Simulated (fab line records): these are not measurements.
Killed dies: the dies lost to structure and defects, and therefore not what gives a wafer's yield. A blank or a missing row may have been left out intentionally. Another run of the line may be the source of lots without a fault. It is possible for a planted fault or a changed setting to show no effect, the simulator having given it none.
What tool caused it? | flow sky130 | 11 lots, 33 wafers sampled, at 1 step of a route of 708

WHAT EACH GAUGE READ, for each wafer
SKY_VIA3_RS_MEAS_22: a four-point-probe measurement.
lot  | measured     | on            | VIA3_W_RS (ohm/sq)
L226 | day 39 18:09 | film_metro-01 | 0.285 0.285 0.284
L230 | day 41 11:54 | film_metro-01 | 0.305 0.298 0.299
L229 | day 41 13:24 | film_metro-02 | 0.301 0.295 0.297
L231 | day 41 22:41 | film_metro-01 | 0.296 0.282 0.282
L232 | day 42 04:19 | film_metro-01 | 0.298 0.304 0.295
L234 | day 42 06:16 | film_metro-04 | 0.296 0.288 0.293
L235 | day 42 17:10 | film_metro-01 | 0.287 0.282 0.294
L236 | day 43 01:43 | film_metro-04 | 0.294 0.283 0.297
L238 | day 43 19:45 | film_metro-02 | 0.290 0.285 0.283
L239 | day 43 20:34 | film_metro-04 | 0.285 0.290 0.285
L246 | day 45 18:45 | film_metro-02 | 0.292 0.300 0.294

EACH LOT AND THE TOOL THAT RAN IT (in order: tool; ch and the chambers of the sampled wafers; start)
There is no process step in the record ahead of these readings.

AS READ BY THE TOOLS THEMSELVES (means over the sampled wafers that have a number; for cases with no such wafer, the mark the record gives instead)
The record holds no such reading with a usual standard deviation.

THE ANSWER, worked out from the rows above alone
Rule: usual is defined by the lots themselves. Put in order of their means at a reading, lots are off if they are a third of the lots or fewer, leave a main group of 4 or more, and stand apart from it by a gap of 3 or more times the standard deviation of the main group's means; of several such gaps the widest counts. If all means in a main group match to the digits the tables above print for the reading, that group is not used. A lot without any number at a reading at which 4 lots or more have one is off too. All remaining lots with rows at the step are treated as sound. First the gauges in route order, then the tools' own readings, where a lot's mean is used as printed above. At the first step where some lot is off, the reading lying furthest off is the one used; lots without a number count as furthest.
No lot is off at any reading shown: from this, nothing can be told.

WHAT THE SIMULATOR HAD INSERTED
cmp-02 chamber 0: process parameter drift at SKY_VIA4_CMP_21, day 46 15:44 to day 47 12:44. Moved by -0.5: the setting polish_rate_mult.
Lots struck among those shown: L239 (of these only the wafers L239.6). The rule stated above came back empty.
